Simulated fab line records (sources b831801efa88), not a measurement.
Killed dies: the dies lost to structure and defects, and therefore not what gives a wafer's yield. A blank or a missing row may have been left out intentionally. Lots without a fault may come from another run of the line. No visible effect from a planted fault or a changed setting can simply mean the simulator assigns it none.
8D (eight disciplines) problem report, filled in by code / flow sky130 / the parts of the form that need people (team, actions taken, sign-off) are left out

== 1. PROBLEM STATEMENT ==
Wafers without a fault read 175.9 s with a standard deviation of 0.41, while run_length_s at SKY_POLY_GATE_ETCH_16 averages 165.1 s across 2 wafers of 1 lot. Relative to the usual mean, that is a shift of -26 standard deviations.
The step: etches Si3N4 in CH3F/O2, stops on poly-Si, time 147.5 s, target depth 75 nm.
Earliest sighting: wafer L403.4 on rie_diel-04 at day 22 22:26. Wafers with a number at this step in the record: 39, from 13 lots. Rule for "out", or "out of limits": more than 4 standard deviations from the usual mean. The rest of the wafers with a number are treated as sound.

== 2. WHAT IT IS, WHAT IT ISN'T ==
question=which readings at this step | is=run_length_s, oes_product_au | is not=ch3f_flow_sccm, drypump_motor_current_A
question=which lots | is=L403 | is not=L385, L387, L390, L392, L394, L395, L396, L397, L404, L405, L406, L408
question=which wafers of those lots | is=L403.4, L403.6 | is not=L403.2
question=read on which tools | is=rie_diel-04 | is not=rie_diel-01, rie_diel-03
question=when | is=from day 22 22:26 | is not=up to then (25 sound wafers); but 12 sound wafers of L404, L405, L406, L408 came after

== 3. THE SUSPECTS, EACH WITH WHAT RULES IT OUT ==
Counting: if a tool at a process step up to the reading ran every lot that is out, it stays a suspect. Sound lots after the first of them don't rule it out here, since some wafers of a struck lot are sound.
- rie_diel-04 at SKY_POLY_GATE_ETCH_16 (etches Si3N4 in CH3F/O2, stops on poly-Si, time 147.5 s, target depth 75 nm): kept. L403, the lot that is out, went through it at day 22 22:26; up to then, the latest sound lot through it was L395 at day 20 08:15. Its own oes_product_au, run_length_s readings are out on those wafers.
- The sound lot-mates ran in chamber 0 of rie_diel-04 at SKY_POLY_GATE_ETCH_16, but the wafers that are out ran in chamber 1.
The count leaves rie_diel-04 at SKY_POLY_GATE_ETCH_16.

== 4. THE CAUSE (what the simulator had put in) ==
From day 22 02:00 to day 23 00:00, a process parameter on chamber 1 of rie_diel-04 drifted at SKY_POLY_GATE_ETCH_16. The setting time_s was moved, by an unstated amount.
The count eliminated every tool but this one.

== 5. THE EFFECT CHAIN, in route order ==
Each row: a reading where the mean over the struck wafers with a number is more than 3 standard deviations away from the usual. Only readings whose record carries a usual standard deviation are examined. hours: median over the lots of the time between each lot's start at the first step of this table that gives one and its start at this step. sigmas: the change, counted in usual standard deviations.
hours=0; step=SKY_POLY_GATE_ETCH_16; reading=oes_product_au; usual=0.640 a.u.; on struck wafers=0.677; change=+0.037; sigmas=+7.3
hours=0; step=SKY_POLY_GATE_ETCH_16; reading=run_length_s; usual=175.9 s; on struck wafers=165.1; change=-10.8; sigmas=-26
The process steps in it:
- SKY_POLY_GATE_ETCH_16: etches Si3N4 in CH3F/O2, stops on poly-Si, time 147.5 s, target depth 75 nm.
At these later measuring or inspecting steps, every struck wafer for which the step has a row has a number for every such reading, and none has moved that far: SKY_LDD_HVN_OVL_MEAS_07.

== 6. HOW IT WOULD HAVE BEEN CAUGHT EARLIER ==
In this record the first reading out of limits was taken at day 22 22:26, 20 hours after the fault began at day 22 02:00.
